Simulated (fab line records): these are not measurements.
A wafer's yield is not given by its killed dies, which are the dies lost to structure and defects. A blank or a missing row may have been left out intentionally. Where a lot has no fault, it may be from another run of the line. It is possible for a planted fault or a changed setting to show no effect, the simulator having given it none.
What tool caused it? + flow sfq line + Sampling: 14 lots, 42 wafers, 2 of 325 route steps

## WHAT THE GAUGES READ, wafer by wafer
SFQ_M7_RS_MEAS_943: measurement is done with a four-point probe. Usual: M7_NB_RS gives 0.884 ohm/sq (standard deviation 0.0098).
| lot  | measured     | on            | M7_NB_RS (ohm/sq) | flag |
|------|--------------|---------------|-------------------|------|
| L206 | day 77 03:20 | film metro-02 | 0.888 0.897 0.888 |      |
| L207 | day 77 04:28 | film metro-04 | 0.870 0.872 0.870 |      |
| L208 | day 78 21:50 | film metro-02 | 0.875 0.872 0.880 |      |
| L212 | day 79 13:33 | film metro-02 | 0.882 0.883 0.887 |      |
| L213 | day 79 19:28 | film metro-01 | 0.880 0.889 0.887 |      |
| L215 | day 80 00:17 | film metro-01 | 0.900 0.895 1.795 | OFF  |
| L217 | day 80 09:56 | film metro-02 | 0.889 0.884 1.857 | OFF  |
| L219 | day 81 03:55 | film metro-02 | 0.874 0.871 0.879 |      |
| L220 | day 81 07:35 | film metro-02 | 0.874 0.871 0.865 |      |
| L222 | day 81 16:01 | film metro-02 | 0.892 0.894 0.892 |      |
| L223 | day 81 21:58 | film metro-02 | 0.878 0.887 0.881 |      |
| L224 | day 81 23:20 | film metro-02 | 0.880 0.889 0.884 |      |
| L226 | day 82 05:17 | film metro-01 | 0.876 0.872 0.866 |      |
| L228 | day 82 08:55 | film metro-01 | 0.876 0.877 0.893 |      |

## TOOL THAT RAN EACH LOT (tool first, then ch and the chambers of the sampled wafers, then the start)
| lot  | SFQ_TRILAYER_M7_DEP_SPUTTER_175 |
|------|---------------------------------|
| L206 | pvd sputter-04, day 77 03:11    |
| L207 | pvd sputter-06, day 77 04:23    |
| L208 | pvd sputter-06, day 78 21:44    |
| L212 | pvd sputter-03, day 79 13:28    |
| L213 | pvd sputter-06, day 79 19:22    |
| L215 | pvd sputter-03, day 80 00:11    |
| L217 | pvd sputter-03, day 80 09:50    |
| L219 | pvd sputter-06, day 81 03:50    |
| L220 | pvd sputter-04, day 81 07:28    |
| L222 | pvd sputter-06, day 81 15:55    |
| L223 | pvd sputter-06, day 81 21:53    |
| L224 | pvd sputter-06, day 81 23:14    |
| L226 | pvd sputter-04, day 82 05:12    |
| L228 | pvd sputter-06, day 82 08:48    |
- SFQ_TRILAYER_M7_DEP_SPUTTER_175: material Nb, target thk 200 nm, time 133.3 s.

## AS READ BY THE TOOLS THEMSELVES (means over the sampled wafers that have a number; for cases with no such wafer, the mark the record gives instead)
SFQ_TRILAYER_M7_DEP_SPUTTER_175. Usual: throttle valve pct 30.1 %, standard deviation 0.94.
| lot  | tool           | throttle valve pct (%) | flag |
|------|----------------|------------------------|------|
| L206 | pvd sputter-04 | 29.6                   |      |
| L207 | pvd sputter-06 | 29.8                   |      |
| L208 | pvd sputter-06 | 29.7                   |      |
| L212 | pvd sputter-03 | 30.4                   |      |
| L213 | pvd sputter-06 | 29.9                   |      |
| L215 | pvd sputter-03 | 30.5                   |      |
| L217 | pvd sputter-03 | 30.4                   |      |
| L219 | pvd sputter-06 | 29.3                   |      |
| L220 | pvd sputter-04 | 30.2                   |      |
| L222 | pvd sputter-06 | 29.7                   |      |
| L223 | pvd sputter-06 | 29.2                   |      |
| L224 | pvd sputter-06 | 28.5                   |      |
| L226 | pvd sputter-04 | 30.0                   |      |
| L228 | pvd sputter-06 | 29.9                   |      |

## THE ANSWER, worked out from the rows above alone
Rule: a lot counts as off when the mean over its wafers that have a number is more than 3 standard deviations away from the usual mean. Also off: a lot with no number at a reading for which 4 or more lots have one. All remaining lots with rows at the step are treated as sound. The gauges are gone through in route order, then the tools' own readings, and for those a lot's mean is taken as printed above. The first step at which some lot is off is used, and at that step the reading that is off furthest; a lot without a number counts as furthest.
Off: at SFQ_M7_RS_MEAS_943 (M7_NB_RS), L215, L217.
If a tool, at a process step before that reading, ran all the lots that are off and no sound lot after the first of them, it fits. Gauges at SFQ_M7_RS_MEAS_943: tried the same way as those tools. One fits: pvd sputter-03 at SFQ_TRILAYER_M7_DEP_SPUTTER_175. Its last sound lot is L212 (day 79 13:28), its first lot that is off L215 (day 80 00:11): a fault that began between those two fits.

## WHAT HAD BEEN PUT IN BY THE SIMULATOR
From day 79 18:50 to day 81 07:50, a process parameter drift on pvd sputter-03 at SFQ_TRILAYER_M7_DEP_SPUTTER_175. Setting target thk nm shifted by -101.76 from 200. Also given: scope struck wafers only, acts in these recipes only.
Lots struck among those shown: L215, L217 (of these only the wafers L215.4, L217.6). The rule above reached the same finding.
